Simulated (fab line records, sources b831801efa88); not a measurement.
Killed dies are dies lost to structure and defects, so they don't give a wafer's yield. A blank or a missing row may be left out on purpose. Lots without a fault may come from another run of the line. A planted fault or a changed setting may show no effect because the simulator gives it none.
fab line records | flow sky130
record lots=24 wafers=72 last_day=50
route steps=708 shown VT_ADJUST_HVTR@139 LDD_P@266 LDD_LDN@296 LI_CONTACT@377 CONTACT@422
lots that met no fault: from a run of the same line without faults
start_h: hours from the record's first day to the start of the lot's first wafer shown | wait_h: hours since the lot's step before | " the same as in the row above | L1.1+2: a row that stands for several wafers | - no value, or no start given | * or withheld: withheld | < > ~ a bound
route shown NAME@n: a module of which the file shows steps, and the number in the route of the first | usual: mean/standard deviation of fault-free wafers | same: alike in all rows | chamber/n: place in a boat | sites: the reading at each site | _std_site: their standard deviation | _edge_site: outer sites' mean less inner sites' | radius_mm: how far each site lies from the wafer's centre | mask NAME#n: copy n | behind: the tool/chamber that last shaped the wafer | hold: why the lot was held/for how many hours/how that ended | device: the transistor (n, p or np) that didn't switch | end of line: the same wafers' tests at the end of the route | a step without rows: its recipe alone | killed: dies lost to structure and defects at the first sort, not the wafer's yield | map: a wafer's dies, x killed, . not, _ none there
set.NAME: the setting as run; set.NAME@STEP: as run at that earlier step | model.NAME: the simulator's own value behind a step, which no gauge read
steps of the route over a sample of lots; a table a step, a row a wafer
services: from which hour (start_h, from the record's first day; less than 0 if before it) a tool's chamber was out of use, for how many hours, and why
## steps
# step SKY_VT_ADJUST_HVTR_OVL_MEAS_08
# usual VT_ADJUST_HVTR_OVL=0.7/1.3
# columns lot.wafer tool chamber start_h wait_h VT_ADJUST_HVTR_OVL[nm]
L074.2 overlay-02 - 199.10 0.1 2.3
L074.3 " - " " 1.7
L074.4 " - " " -1.1
L075.1 overlay-02 - 209.69 0.1 2.1
L075.3 " - " " 2.1
L075.5 " - " " 1.5
L076.1 overlay-01 - 217.24 0.1 -0.9
L076.2 " - " " -0.4
L076.3 " - " " 3.1
L077.2 overlay-01 - 224.85 0.1 -2.7
L077.3 " - " " -2.6
L077.4 " - " " -1.4
L078.2 overlay-01 - 232.90 0.1 0.9
L078.3 " - " " -0.6
L078.5 " - " " -0.4
L079.1 overlay-01 - 237.79 0.1 0.0
L079.3 " - " " -2.0
L079.6 " - " " 0.7
L080.1 overlay-02 - 249.19 0.1 2.9
L080.3 " - " " 3.9
L080.4 " - " " 0.8
L081.1 overlay-01 - 253.24 0.1 1.7
L081.3 " - " " -0.3
L081.4 " - " " 0.4
L082.4 overlay-02 - 266.21 0.1 0.4
L082.5 " - " " -0.9
L082.6 " - " " -0.4
L083.1 overlay-01 - 272.69 0.1 0.2
L083.2 " - " " 1.0
L083.4 " - " " -0.1
L084.2 overlay-02 - 276.55 0.1 1.8
L084.5 " - " " 1.1
L084.6 " - " " 0.8
L085.1 overlay-01 - 286.44 0.1 -0.4
L085.4 " - " " -0.4
L085.5 " - " " -2.0
L086.2 overlay-01 - 291.25 0.1 2.0
L086.3 " - " " -0.3
L086.4 " - " " 2.9
L087.4 overlay-01 - 302.36 0.1 -0.4
L087.5 " - " " -0.4
L087.6 " - " " 1.7
L088.3 overlay-02 - 312.11 0.1 1.5
L088.5 " - " " 2.0
L088.6 " - " " 1.4
L089.1 overlay-01 - 314.09 0.1 2.5
L089.3 " - " " 1.7
L089.6 " - " " 3.0
L090.2 overlay-01 - 323.25 0.1 0.9
L090.3 " - " " 2.8
L090.5 " - " " 2.2
L091.1 overlay-01 - 326.94 0.1 1.9
L091.2 " - " " 0.8
L091.5 " - " " 1.1
L092.1 overlay-01 - 333.14 0.1 -0.4
L092.3 " - " " 0.2
L092.6 " - " " 0.5
L093.3 overlay-01 - 343.36 0.1 2.1
L093.5 " - " " 0.5
L093.6 " - " " -1.1
L094.2 overlay-01 - 350.65 0.1 0.4
L094.3 " - " " 2.6
L094.4 " - " " 0.8
L095.1 overlay-01 - 358.24 0.1 0.2
L095.5 " - " " -1.1
L095.6 " - " " 0.7
L096.2 overlay-02 - 362.50 0.1 -1.0
L096.4 " - " " 2.0
L096.6 " - " " 0.9
L097.1 overlay-01 - 371.14 0.1 -1.0
L097.3 " - " " 0.2
L097.6 " - " " 0.1
# step SKY_LDD_P_TW_MEAS_11
# usual LDD_P_TW=641/7.7
# columns lot.wafer tool chamber start_h wait_h LDD_P_TW
L074.2 film_metro-02 - 428.34 0.1 649
L074.3 " - " " 648
L074.4 " - " " 648
L075.1 film_metro-04 - 439.48 0.1 637
L075.3 " - " " 639
L075.5 " - " " 638
L076.1 film_metro-02 - 446.23 0.1 651
L076.2 " - " " 656
L076.3 " - " " 652
L077.2 film_metro-03 - 459.29 0.1 633
L077.3 " - " " 637
L077.4 " - " " 636
L078.2 film_metro-03 - 467.74 0.1 636
L078.3 " - " " 639
L078.5 " - " " 639
L079.1 film_metro-03 - 475.08 0.1 637
L079.3 " - " " 635
L079.6 " - " " 640
L080.1 film_metro-04 - 492.38 0.1 637
L080.3 " - " " 637
L080.4 " - " " 635
L081.1 film_metro-04 - 497.38 0.1 636
L081.3 " - " " 637
L081.4 " - " " 634
L082.4 film_metro-03 - 508.51 0.1 636
L082.5 " - " " 637
L082.6 " - " " 639
L083.1 film_metro-02 - 516.58 0.1 654
L083.2 " - " " 649
L083.4 " - " " 652
L084.2 film_metro-02 - 525.09 0.1 646
L084.5 " - " " 650
L084.6 " - " " 654
L085.1 film_metro-02 - 534.51 0.1 649
L085.4 " - " " 647
L085.5 " - " " 645
L086.2 film_metro-04 - 545.24 0.1 634
L086.3 " - " " 630
L086.4 " - " " 634
L087.4 film_metro-03 - 557.01 0.1 636
L087.5 " - " " 635
L087.6 " - " " 636
L089.1 film_metro-04 - 564.83 0.1 631
L089.3 " - " " 631
L089.6 " - " " 634
L088.3 film_metro-02 - 565.15 0.1 645
L088.5 " - " " 646
L088.6 " - " " 647
L091.1 film_metro-02 - 585.18 0.1 654
L091.2 " - " " 653
L091.5 " - " " 650
L090.2 film_metro-04 - 585.59 0.1 629
L090.3 " - " " 627
L090.5 " - " " 634
L092.1 film_metro-02 - 586.23 0.1 651
L092.3 " - " " 650
L092.6 " - " " 650
L093.3 film_metro-04 - 596.50 0.1 631
L093.5 " - " " 631
L093.6 " - " " 627
L094.2 film_metro-02 - 603.19 0.1 648
L094.3 " - " " 650
L094.4 " - " " 646
L095.1 film_metro-03 - 614.23 0.1 633
L095.5 " - " " 635
L095.6 " - " " 638
L096.2 film_metro-02 - 619.49 0.1 651
L096.4 " - " " 651
L096.6 " - " " 652
L097.1 film_metro-04 - 626.83 0.1 635
L097.3 " - " " 637
L097.6 " - " " 640
# step SKY_LDD_LDN_OVL_MEAS_07
# usual LDD_LDN_OVL=-0.5/1.4
# columns lot.wafer tool chamber start_h wait_h LDD_LDN_OVL[nm]
L074.2 overlay-01 - 519.48 0.1 -2.4
L074.3 " - " " -1.2
L074.4 " - " " -2.2
L075.1 overlay-01 - 532.03 0.1 -1.0
L075.3 " - " " 1.0
L075.5 " - " " -1.6
L076.1 overlay-01 - 536.31 0.1 -3.4
L076.2 " - " " -1.4
L076.3 " - " " -1.1
L077.2 overlay-02 - 549.93 0.1 0.5
L077.3 " - " " -0.9
L077.4 " - " " 0.7
L078.2 overlay-02 - 559.63 0.1 0.4
L078.3 " - " " 1.2
L078.5 " - " " 1.4
L079.1 overlay-01 - 564.91 0.1 -0.6
L079.3 " - " " -0.4
L079.6 " - " " -1.3
L080.1 overlay-01 - 582.01 0.1 0.1
L080.3 " - " " -2.8
L080.4 " - " " -2.1
L081.1 overlay-02 - 587.62 0.1 1.1
L081.3 " - " " 0.2
L081.4 " - " " 0.8
L082.4 overlay-02 - 596.99 0.1 2.5
L082.5 " - " " 0.1
L082.6 " - " " -0.1
L083.1 overlay-01 - 604.62 0.1 -0.4
L083.2 " - " " 0.1
L083.4 " - " " -0.1
L084.2 overlay-01 - 612.93 0.1 -2.3
L084.5 " - " " 0.0
L084.6 " - " " -3.0
L085.1 overlay-01 - 622.22 0.1 -2.6
L085.4 " - " " -0.1
L085.5 " - " " -2.3
L086.2 overlay-02 - 631.78 0.1 -3.2
L086.3 " - " " -2.6
L086.4 " - " " -1.0
L087.4 overlay-02 - 644.39 0.1 -1.3
L087.5 " - " " 0.9
L087.6 " - " " -1.8
L089.1 overlay-02 - 650.82 0.1 -0.5
L089.3 " - " " -0.2
L089.6 " - " " 0.4
L088.3 overlay-02 - 651.63 0.1 0.9
L088.5 " - " " 1.5
L088.6 " - " " 1.4
L091.1 overlay-02 - 670.77 0.1 -1.5
L091.2 " - " " 0.5
L091.5 " - " " -1.0
L090.2 overlay-01 - 672.03 0.1 -1.3
L090.3 " - " " -0.9
L090.5 " - " " -1.0
L092.1 overlay-02 - 672.33 0.1 -0.1
L092.3 " - " " 2.1
L092.6 " - " " 0.3
L093.3 overlay-02 - 681.68 0.1 1.5
L093.5 " - " " 0.3
L093.6 " - " " -0.1
L094.2 overlay-01 - 687.23 0.1 -1.6
L094.3 " - " " -1.0
L094.4 " - " " -2.5
L095.1 overlay-02 - 697.97 0.1 0.0
L095.5 " - " " 0.4
L095.6 " - " " -0.1
L096.2 overlay-01 - 704.27 0.1 1.1
L096.4 " - " " -1.8
L096.6 " - " " 0.9
L097.1 overlay-02 - 710.47 0.1 -0.2
L097.3 " - " " 1.0
L097.6 " - " " 0.3
# step SKY_LDD_LDN_STRIP_12
# recipe chemistry=O2/N2 power_w=1400 pressure_mtorr=1500 platen_temp_c=withheld o2_flow_sccm=3000 n2_flow_sccm=300 overash_fraction=0.5
# usual drypump_motor_current_A=6.1/0.32 oes_product_au=0.715/0.0042 strip_time_to_endpoint_s=14.20/0.042
# columns lot.wafer tool chamber start_h wait_h drypump_motor_current_A oes_product_au rf_hours_counter_h strip_time_to_endpoint_s
L074.2 plasma_asher-02 1 520.11 0.1 6.1 0.714 80 14.12
L074.3 " 0 " " 6.7 0.719 - 14.17
L074.4 " 1 " " 6.1 0.708 - 14.17
L075.1 plasma_asher-04 1 532.66 0.1 5.8 0.710 10 14.27
L075.3 " 0 " " 5.8 0.719 - 14.26
L075.5 " 1 " " 5.9 0.720 - 14.28
L076.1 plasma_asher-04 1 536.95 0.1 5.9 0.710 10 14.15
L076.2 " 0 " " 5.8 0.703 10 14.13
L076.3 " 0 " " 5.8 0.715 - 14.18
L077.2 plasma_asher-04 1 550.56 0.1 5.9 0.704 12 14.12
L077.3 " 0 " " 5.8 0.715 - 14.14
L077.4 " 1 " " 5.9 0.720 - 14.15
L078.2 plasma_asher-04 0 560.26 0.1 5.8 0.715 13 14.19
L078.3 " 0 " " 5.8 0.716 - 14.16
L078.5 " 0 " " 5.8 0.713 - 14.12
L079.1 plasma_asher-04 1 565.55 0.1 5.9 0.713 14 14.21
L079.3 " 0 " " 5.7 0.715 - 14.23
L079.6 " 1 " " 5.9 0.713 - 14.23
L080.1 plasma_asher-04 1 582.65 0.1 5.9 0.721 16 14.22
L080.3 " 0 " " 5.7 0.709 - 14.19
L080.4 " 1 " " 5.9 0.718 - 14.15
L081.1 plasma_asher-02 1 588.26 0.1 6.1 0.724 87 14.17
L081.3 " 0 " " 6.7 0.714 - 14.24
L081.4 " 1 " " 6.1 0.718 - 14.23
L082.4 plasma_asher-03 1 597.64 0.1 6.3 0.715 - 14.18
L082.5 " 0 " " 6.2 0.711 - 14.14
L082.6 " 1 " " 6.3 0.713 - 14.25
L083.1 plasma_asher-02 0 605.26 0.1 6.7 0.715 89 14.26
L083.2 " 1 " " 6.1 0.721 89 14.24
L083.4 " 1 " " 6.1 0.713 - 14.25
L084.2 plasma_asher-04 1 613.56 0.1 5.9 0.715 19 14.20
L084.5 " 1 " " 5.9 0.719 - 14.18
L084.6 " 0 " " 5.8 0.720 - 14.22
L085.1 plasma_asher-02 0 622.86 0.1 6.7 0.710 91 14.20
L085.4 " 1 " " 6.1 0.713 - 14.16
L085.5 " 0 " " 6.7 0.717 - 14.15
L086.2 plasma_asher-03 1 632.41 0.1 6.3 0.718 84 14.14
L086.3 " 0 " " 6.2 0.715 - 14.18
L086.4 " 1 " " 6.3 0.716 - 14.14
L087.4 plasma_asher-02 0 645.04 0.1 6.7 0.713 - 14.20
L087.5 " 1 " " 6.1 0.715 - 14.19
L087.6 " 0 " " 6.7 0.717 - 14.18
L089.1 plasma_asher-04 1 651.46 0.1 5.9 0.716 23 14.16
L089.3 " 0 " " 5.8 0.709 - 14.15
L089.6 " 0 " " 5.8 0.719 - 14.15
L088.3 plasma_asher-04 1 652.28 0.1 5.9 0.711 - 14.21
L088.5 " 1 " " 5.9 0.712 - 14.25
L088.6 " 0 " " 5.8 0.711 - 14.24
L091.1 plasma_asher-02 0 671.41 0.1 6.7 0.717 96 14.23
L091.2 " 1 " " 6.1 0.716 96 14.22
L091.5 " 0 " " 6.7 0.719 - 14.22
L090.2 plasma_asher-04 1 672.66 0.1 5.9 0.719 25 14.14
L090.3 " 1 " " 5.9 0.711 - 14.18
L090.5 " 1 " " 5.9 0.716 - 14.19
L092.1 plasma_asher-03 0 672.96 0.1 6.2 0.709 86 14.18
L092.3 " 0 " " 6.1 0.712 - 14.19
L092.6 " 0 " " 6.2 0.718 - 14.15
L093.3 plasma_asher-03 1 682.33 0.1 6.3 0.720 - 14.20
L093.5 " 1 " " 6.3 0.707 - 14.20
L093.6 " 0 " " 6.2 0.713 - 14.23
L094.2 plasma_asher-02 1 687.86 0.1 6.0 0.720 98 14.15
L094.3 " 0 " " 6.7 0.717 - 14.14
L094.4 " 1 " " 6.1 0.726 - 14.17
L095.1 plasma_asher-03 1 698.61 0.1 6.3 0.712 89 14.24
L095.5 " 1 " " 6.3 0.720 - 14.22
L095.6 " 0 " " 6.2 0.715 - 14.19
L096.2 plasma_asher-02 0 704.90 0.1 6.7 0.721 99 14.24
L096.4 " 0 " " 6.7 0.717 - 14.25
L096.6 " 0 " " 6.7 0.720 - 14.26
L097.1 plasma_asher-04 1 711.11 0.1 5.9 0.718 29 14.29
L097.3 " 1 " " 5.9 0.717 - 14.22
L097.6 " 0 " " 5.7 0.715 - 14.28
# step SKY_LI_CONTACT_ETCH_15
# recipe target=PSG chemistry=C4F8/O2/Ar stop_on=Si taper_deg=4.15 mask_material=KrF-thick source_w=1500 bias_w=1200 pressure_mtorr=40 c4f8_flow_sccm=withheld O2_flow_sccm=6 Ar_flow_sccm=300 time_s=withheld target_depth_a=6000
# usual oes_product_au=0.836/0.0049 rf_fwd_power_W=1491/4.8
# columns lot.wafer tool chamber start_h wait_h oes_product_au rf_fwd_power_W
L074.2 rie_diel-04 0 670.42 0.0 0.827 1487
L074.3 " 3 " " 0.843 1495
L074.4 " 2 " " 0.831 1491
L075.1 rie_diel-04 2 680.12 0.0 0.838 1492
L075.3 " 0 " " 0.841 1484
L075.5 " 2 " " 0.834 1489
L076.1 rie_diel-04 2 684.37 0.0 0.835 1493
L076.2 " 3 " " 0.832 1499
L076.3 " 0 " " 0.840 1482
L077.2 rie_diel-04 1 698.82 0.0 0.834 1486
L077.3 " 0 " " 0.836 1485
L077.4 " 2 " " 0.840 1493
L078.2 rie_diel-03 3 708.07 0.0 0.838 1493
L078.3 " 1 " " 0.838 1489
L078.5 " 1 " " 0.840 1488
L079.1 rie_diel-03 2 710.07 0.0 0.835 1499
L079.3 " 1 " " 0.837 1487
L079.6 " 2 " " 0.837 1492
L080.1 rie_diel-03 0 726.57 0.0 0.830 1495
L080.3 " 2 " " 0.835 1488
L080.4 " 3 " " 0.848 1494
L081.1 rie_diel-04 1 734.52 0.0 0.829 1479
L081.3 " 3 " " 0.841 1486
L081.4 " 0 " " 0.838 1488
L082.4 rie_diel-01 0 740.17 0.0 0.835 1487
L082.5 " 3 " " 0.836 1489
L082.6 " 2 " " 0.834 1487
L083.1 rie_diel-01 1 748.22 0.0 0.829 1499
L083.2 " 3 " " 0.832 1485
L083.4 " 0 " " 0.841 1495
L084.2 rie_diel-01 1 756.62 0.0 0.832 1498
L084.5 " 1 " " 0.836 1493
L084.6 " 0 " " 0.837 1497
L085.1 rie_diel-01 2 765.22 0.0 0.832 1491
L085.4 " 3 " " 0.830 1487
L085.5 " 2 " " 0.833 1490
L086.2 rie_diel-04 1 776.42 0.0 0.841 1498
L086.3 " 2 " " 0.842 1494
L086.4 " 0 " " 0.829 1487
L087.4 rie_diel-03 1 788.12 0.0 0.831 1490
L087.5 " 1 " " 0.841 1490
L087.6 " 2 " " 0.833 1492
L089.1 rie_diel-04 0 792.97 0.0 0.833 1488
L089.3 " 2 " " 0.837 1494
L089.6 " 0 " " 0.834 1488
L088.3 rie_diel-04 3 794.22 0.0 0.830 1494
L088.5 " 3 " " 0.841 1490
L088.6 " 0 " " 0.833 1483
L091.1 rie_diel-04 3 811.87 0.0 0.841 1490
L091.2 " 1 " " 0.837 1495
L091.5 " 0 " " 0.834 1496
L092.1 rie_diel-04 0 814.22 0.0 0.836 1484
L092.3 " 2 " " 0.835 1493
L092.6 " 1 " " 0.847 1497
L090.2 rie_diel-01 3 814.57 0.0 0.833 1502
L090.3 " 0 " " 0.837 1490
L090.5 " 2 " " 0.829 1490
L093.3 rie_diel-01 3 821.49 0.0 0.833 1490
L093.5 " 2 " " 0.832 1484
L093.6 " 3 " " 0.835 1500
L094.2 rie_diel-04 2 828.17 0.0 0.839 1500
L094.3 " 0 " " 0.835 1476
L094.4 " 1 " " 0.832 1493
L095.1 rie_diel-03 3 838.72 0.0 0.837 1491
L095.5 " 1 " " 0.829 1491
L095.6 " 2 " " 0.835 1498
L096.2 rie_diel-01 2 841.32 0.0 0.834 1494
L096.4 " 3 " " 0.839 1491
L096.6 " 1 " " 0.846 1500
L097.1 rie_diel-03 3 849.57 0.0 0.823 1496
L097.3 " 2 " " 0.837 1495
L097.6 " 3 " " 0.841 1489
# step SKY_CONTACT_ETCH_16
# recipe chemistry=N2/H2 target=BARC ion_energy_ev=200 source_w=500 bias_w=100 pressure_mtorr=30 n2_flow_sccm=100 h2_flow_sccm=200 stop_on=SiO2 time_s=45.9 target_depth_a=600
# usual drypump_motor_current_A=5.4/0.45 oes_product_au=0.855/0.0046 rf_fwd_power_W=493.9/2.2 throttle_valve_pct=13.225/0.0098
# columns lot.wafer tool chamber start_h wait_h drypump_motor_current_A oes_product_au rf_fwd_power_W rf_hours_counter_h throttle_valve_pct
L074.2 rie_diel-04 0 728.48 0.0 5.7 0.853 492.2 20 13.223
L074.3 " 3 " " 5.6 0.851 493.8 19 13.203
L074.4 " 2 " " 5.0 0.863 491.1 6 13.229
L075.1 rie_diel-04 2 738.43 0.0 5.0 0.853 494.4 7 13.219
L075.3 " 0 " " 5.7 0.859 492.6 20 13.217
L075.5 " 3 " " 5.6 0.851 495.3 - 13.225
L076.1 rie_diel-02 2 742.42 0.0 6.3 0.851 493.5 47 13.224
L076.2 " 1 " " 6.0 0.853 493.7 4 13.237
L076.3 " 0 " " 5.5 0.853 492.1 23 13.219
L077.2 rie_diel-04 2 756.02 0.0 5.0 0.856 491.9 7 13.213
L077.3 " 1 " " 5.1 0.858 495.1 15 13.229
L077.4 " 0 " " 5.7 0.853 493.5 21 13.219
L078.2 rie_diel-04 2 765.37 0.0 5.0 0.853 493.5 8 13.207
L078.3 " 3 " " 5.6 0.853 495.2 21 13.218
L078.5 " 2 " " 5.0 0.862 495.0 - 13.240
L079.1 rie_diel-03 3 766.67 0.0 5.2 0.857 496.4 5 13.219
L079.3 " 2 " " 5.0 0.850 495.0 24 13.217
L079.6 " 2 " " 5.0 0.849 493.7 - 13.218
L080.1 rie_diel-04 2 782.98 0.0 5.0 0.862 492.3 8 13.241
L080.3 " 1 " " 5.1 0.856 495.7 16 13.223
L080.4 " 0 " " 5.7 0.853 492.6 21 13.224
L081.1 rie_diel-04 0 790.52 0.0 5.7 0.858 490.3 21 13.237
L081.3 " 1 " " 5.1 0.857 492.4 16 13.222
L081.4 " 2 " " 5.0 0.853 494.9 - 13.214
L082.4 rie_diel-04 2 796.58 0.0 5.0 0.857 494.4 9 13.223
L082.5 " 1 " " 5.1 0.862 495.4 - 13.234
L082.6 " 0 " " 5.7 0.866 491.1 - 13.223
L083.1 rie_diel-03 0 805.53 0.0 5.1 0.862 494.3 22 13.229
L083.2 " 3 " " 5.2 0.855 496.9 7 13.213
L083.4 " 2 " " 5.0 0.850 497.2 26 13.213
L084.2 rie_diel-02 0 812.68 0.0 5.5 0.854 490.5 25 13.227
L084.5 " 2 " " 6.3 0.845 489.8 - 13.242
L084.6 " 1 " " 6.0 0.854 496.2 - 13.243
L085.1 rie_diel-02 2 821.27 0.0 6.3 0.843 492.3 1 13.210
L085.4 " 3 " " 5.0 0.861 492.3 13 13.220
L085.5 " 0 " " 5.5 0.853 491.6 - 13.221
L086.2 rie_diel-03 1 831.98 0.0 4.8 0.847 493.6 7 13.221
L086.3 " 3 " " 5.2 0.857 496.7 8 13.227
L086.4 " 2 " " 5.0 0.855 498.8 27 13.228
L087.4 rie_diel-04 0 843.47 0.0 5.7 0.853 492.3 23 13.217
L087.5 " 2 " " 5.0 0.855 495.6 - 13.233
L087.6 " 1 " " 5.1 0.857 490.7 - 13.231
L089.1 rie_diel-03 1 847.82 0.0 4.8 0.852 494.5 8 13.211
L089.3 " 2 " " 5.0 0.854 493.1 27 13.218
L089.6 " 0 " " 5.1 0.853 495.0 - 13.228
L088.3 rie_diel-02 0 850.08 0.0 5.5 0.853 492.5 26 13.225
L088.5 " 2 " " 6.4 0.857 492.3 - 13.232
L088.6 " 1 " " 6.0 0.858 496.7 - 13.226
L091.1 rie_diel-02 1 867.73 0.0 6.0 0.855 497.8 8 13.232
L091.2 " 3 " " 5.0 0.855 492.2 14 13.219
L091.5 " 0 " " 5.5 0.849 491.7 - 13.219
L092.1 rie_diel-02 0 869.72 0.0 5.6 0.858 491.0 27 13.226
L092.3 " 2 " " 6.4 0.861 492.7 2 13.228
L092.6 " 3 " " 5.0 0.856 496.2 - 13.225
L090.2 rie_diel-04 2 871.17 0.0 5.0 0.864 494.0 11 13.240
L090.3 " 0 " " 5.7 0.844 492.6 24 13.213
L090.5 " 3 " " 5.7 0.858 493.8 - 13.237
L093.3 rie_diel-02 2 876.78 0.0 6.3 0.863 492.0 3 13.237
L093.5 " 3 " " 5.0 0.857 494.4 - 13.232
L093.6 " 0 " " 5.5 0.856 490.4 - 13.235
L094.2 rie_diel-04 3 884.48 0.0 5.7 0.861 496.7 24 13.218
L094.3 " 1 " " 5.1 0.858 496.3 19 13.230
L094.4 " 2 " " 5.0 0.853 493.6 12 13.228
L095.1 rie_diel-02 3 894.43 0.0 5.0 0.857 492.1 15 13.232
L095.5 " 3 " " 5.0 0.849 491.1 - 13.241
L095.6 " 2 " " 6.3 0.860 491.8 - 13.238
L096.2 rie_diel-02 1 896.98 0.0 6.0 0.851 493.3 9 13.209
L096.4 " 3 " " 5.0 0.860 490.2 15 13.214
L096.6 " 0 " " 5.5 0.850 491.2 - 13.214
L097.1 rie_diel-04 3 905.09 0.0 5.7 0.841 499.1 24 13.226
L097.3 " 0 " " 5.7 0.852 490.7 25 13.216
L097.6 " 0 " " 5.7 0.858 491.3 - 13.229
## services
# columns tool chamber start_h hours kind
rie_diel-03 3 506.27 3.4 repair
rie_diel-02 3 519.38 12.7 repair
rie_diel-03 3 522.10 1.9 repair
rie_diel-02 0 536.40 3.9 repair
rie_diel-04 2 549.03 8.1 repair
rie_diel-02 0 600.78 9.0 repair
rie_diel-03 3 612.65 3.9 repair
rie_diel-03 2 665.79 6.3 repair
rie_diel-03 - 667.32 5.4 repair
rie_diel-03 0 668.86 8.2 repair
rie_diel-02 1 681.04 12.2 repair
rie_diel-02 - 715.22 0.5 repair
plasma_asher-02 - 733.75 9.0 pm
rie_diel-02 - 746.85 0.5 repair
rie_diel-04 0 747.86 8.1 repair
rie_diel-03 2 773.54 5.8 repair
rie_diel-04 3 784.62 8.8 repair
plasma_asher-02 - 796.75 3.8 repair
rie_diel-03 0 807.51 8.4 repair
rie_diel-02 1 840.59 7.9 repair
rie_diel-04 0 847.73 5.8 repair
rie_diel-02 - 851.02 0.4 repair
rie_diel-02 0 872.02 3.6 repair
rie_diel-02 - 888.20 2.8 pm
## key
fault none
